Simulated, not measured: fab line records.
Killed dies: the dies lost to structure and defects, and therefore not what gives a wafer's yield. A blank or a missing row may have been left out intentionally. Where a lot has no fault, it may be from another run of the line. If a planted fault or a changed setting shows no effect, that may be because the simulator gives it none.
8D (eight disciplines) problem report, filled in by code    flow sky130    the parts of the form that need people (team, actions taken, sign-off) are left out

== 1. THE PROBLEM ==
Wafers free of any fault read 4017 (standard deviation 45) for POLY_GATE_TW at SKY_RES_PROTECT_TW_MEAS_08, against a mean of 3727 on 6 wafers of 2 lots. That puts it -6.4 standard deviations away from the usual mean.
Earliest sighting: wafer L362.2 on film_metro-04 at day 17 13:15. The record holds 30 wafers of 10 lots with a number at this step. Rule for "out", or "out of limits": more than 4 standard deviations from the usual mean. Any other wafer with a number is counted as sound.

== 2. WHAT THIS IS AND IS NOT ==
question                     is                      is not
which readings at this step  POLY_GATE_TW            -
which lots                   L362, L365              L358, L370, L372, L373, L374, L376, L377, L379
which wafers of those lots   all that have a number  -
read on which gauges         film_metro-04           film_metro-02, film_metro-03
when                         from day 17 13:15       up to then (3 sound wafers); but 21 sound wafers of L370, L372, L373, L374, L376, L377, L379 came after

== 3. SUSPECTS, AND WHAT RULES EACH OUT ==
Counting: a tool at any process step up to the reading remains a suspect when it ran all the lots that are out and ran no sound lot after the first of those.
- the gauge at SKY_RES_PROTECT_TW_MEAS_08: ruled out. All the wafers that are out were read on film_metro-04, but those of them that SKY_POLY_GATE_IMPLANT_02 has rows for are out there too, on other tools.
- implanter-04 at SKY_POLY_GATE_IMPLANT_02: ruled out as a lasting fault. Following L362 (day 17 13:01), the first lot on it that is out, the sound lots L376 were run on it.
- plasma_asher-01 at SKY_RES_PROTECT_STRIP_07 (strips in O2/N2): ruled out as a lasting fault. Following L362 (day 17 13:08), the first lot on it that is out, the sound lots L373 were run on it.
Left after counting: nothing in the record.

== 4. THE CAUSE (what the simulator had put in) ==
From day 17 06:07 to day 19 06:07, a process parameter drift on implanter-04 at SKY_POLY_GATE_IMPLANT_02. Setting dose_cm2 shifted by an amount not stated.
The count ruled it out by mistake, since the rule takes a fault to strike every lot its tool runs from the start of the fault on, and this one did not do so.

== 5. SEQUENCE OF EFFECTS, ordered by route ==
Each row: a reading where the mean over the struck wafers with a number is more than 3 standard deviations away from the usual. Scope: only readings with a usual standard deviation given in the record; hours: median across lots of the time from each lot's start at the first step in this table that gives one to its start at this step; sigmas: change in usual standard deviations.
hours  step                        reading                    usual          on struck wafers  change      sigmas
0      SKY_POLY_GATE_IMPLANT_02    beam_on_s                  36.5 s         14.2              -22.3       -23
0      SKY_POLY_GATE_IMPLANT_02    dose_ions_cm2              7.702e+15      2.888e+15         -4.814e+15  -99 or more
0      SKY_POLY_GATE_IMPLANT_02    end_station_pressure_torr  1.05e-05 Torr  1.34e-05          +2.88e-06   +5.0
0      SKY_RES_PROTECT_STRIP_07    oes_product_au             0.517 a.u.     0.575             +0.058      +14
0      SKY_RES_PROTECT_STRIP_07    strip_time_to_endpoint_s   23.28 s        19.44             -3.84       -99 or more
0      SKY_RES_PROTECT_TW_MEAS_08  POLY_GATE_TW               4017           3727              -290        -6.4
Here are the process steps it includes:
- SKY_POLY_GATE_IMPLANT_02
- SKY_RES_PROTECT_STRIP_07: strips in O2/N2.
Later measuring or inspecting steps at which every struck wafer that the step has a row for has a number for every such reading, and none has moved that far: SKY_LDD_N_OVL_MEAS_07.

== 6. WHAT WOULD HAVE CAUGHT IT SOONER ==
Counted from the fault's start at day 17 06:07, it took 7 hours until the first out-of-limits reading at a measuring or inspecting step in this record, taken at day 17 13:15.
The tool's own readings at SKY_POLY_GATE_IMPLANT_02 were out on every struck wafer that the step has a row for (beam_on_s, dose_ions_cm2): an alarm limit on them would have fired on the first of those.
